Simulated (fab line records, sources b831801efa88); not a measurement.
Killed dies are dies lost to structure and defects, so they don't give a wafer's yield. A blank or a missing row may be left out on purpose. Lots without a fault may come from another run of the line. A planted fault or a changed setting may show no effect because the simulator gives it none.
Problem report in the 8D (eight disciplines) form, filled by code | flow gf180mcu | the parts of the form that need people (team, actions taken, sign-off) are left out

1. THE PROBLEM
M3_ALCU_RS at GF_M3_RS_MEAS_05 reads a mean of 0.0424 ohm/sq on 5 wafers of 2 lots; wafers without a fault read 0.0693 ohm/sq with a standard deviation of 0.00077. That is -35 standard deviations from the usual mean.
The step: measures by four-point-probe.
First seen on wafer L379.4, day 25 21:00, on film_metro-01. The record holds 30 wafers of 10 lots with a number at this step. Rule for "out", or "out of limits": more than 4 standard deviations from the usual mean. The other wafers with a number count as sound.

2. WHAT IT IS AND WHAT IT IS NOT
question                    | is                                     | is not
which readings at this step | M3_ALCU_RS                             | -
which lots                  | L379, L384                             | L367, L368, L369, L370, L372, L374, L375, L383
which wafers of those lots  | L379.4, L379.5, L384.1, L384.4, L384.5 | L379.2
read on which gauges        | film_metro-01, film_metro-02           | film_metro-04
when                        | from day 25 21:00                      | up to then (22 sound wafers); but 3 sound wafers of L383 came after

3. SUSPECTS, AND WHAT RULES EACH OUT
Counting: a tool at a process step up to the reading stays a suspect if it ran every lot that is out. Sound lots after the first of them don't rule it out here, since some wafers of a struck lot are sound.
- the gauge at GF_M3_RS_MEAS_05: ruled out. The wafers that are out were read on 2 gauges (film_metro-01, film_metro-02).
- pvd_sputter-02 at GF_M2_SPUTTER_03 (material Ti, target thk 10 nm, time 6.7 s): kept. It ran every lot that is out, first L379 (day 23 21:45).
- pvd_sputter-03 at GF_M3_SPUTTER_02 (material AlCu, target thk 450 nm, time 23.9 s): kept. It ran every lot that is out, first L379 (day 25 20:53); its last sound lot up to then is L370 (day 22 11:41).
Left after counting: pvd_sputter-02 at GF_M2_SPUTTER_03, pvd_sputter-03 at GF_M3_SPUTTER_02.

4. THE CAUSE (what the simulator had put in)
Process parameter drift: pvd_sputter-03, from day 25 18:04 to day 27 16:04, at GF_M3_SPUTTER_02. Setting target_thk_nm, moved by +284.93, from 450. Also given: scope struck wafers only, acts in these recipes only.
Counting left 2 suspects, and this tool is among them.

5. THE CHAIN OF EFFECTS, in route order
Each row: a reading whose mean over the struck wafers that have a number lies more than 3 standard deviations from the usual. Only readings for which the record gives a usual standard deviation are gone through. hours: the time from each lot's start at the first step in this table that gives one to its start at this step, as a median over the lots. sigmas: the change in usual standard deviations.
hours | step                | reading        | usual         | on struck wafers | change  | sigmas
0     | GF_M3_RS_MEAS_05    | M3_ALCU_RS     | 0.0693 ohm/sq | 0.0424           | -0.0269 | -35
5     | GF_M3_THK_MEAS_06   | M3_ALCU_THK    | 458 nm        | 745              | +287    | +50
21    | GF_M3_METAL_ETCH_16 | oes_product_au | 0.975 a.u.    | 1.002            | +0.027  | +4.0
The process steps in it:
- GF_M3_METAL_ETCH_16: etches the open film in Cl2/BCl3, stops on SiO2, target depth 627.5 nm, time 104.6 s.
Later measuring or inspecting steps at which every struck wafer that the step has a row for has a number for every such reading, and none has moved that far: GF_V3_THK_MEAS_03.

6. WHAT WOULD HAVE CAUGHT IT SOONER
In this record the first reading out of limits at a measuring or inspecting step was taken at day 25 21:00, 3 hours after the fault began at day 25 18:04.
Of the tool readings at GF_M3_SPUTTER_02 for which the record gives a usual standard deviation, none was out on any struck wafer, so an alarm limit of 4 standard deviations on them would not have fired.
Of the lots that are out (2), L384 began GF_M3_SPUTTER_02 on pvd_sputter-03 after day 25 21:00. A hold on the tool at that time would have spared it.
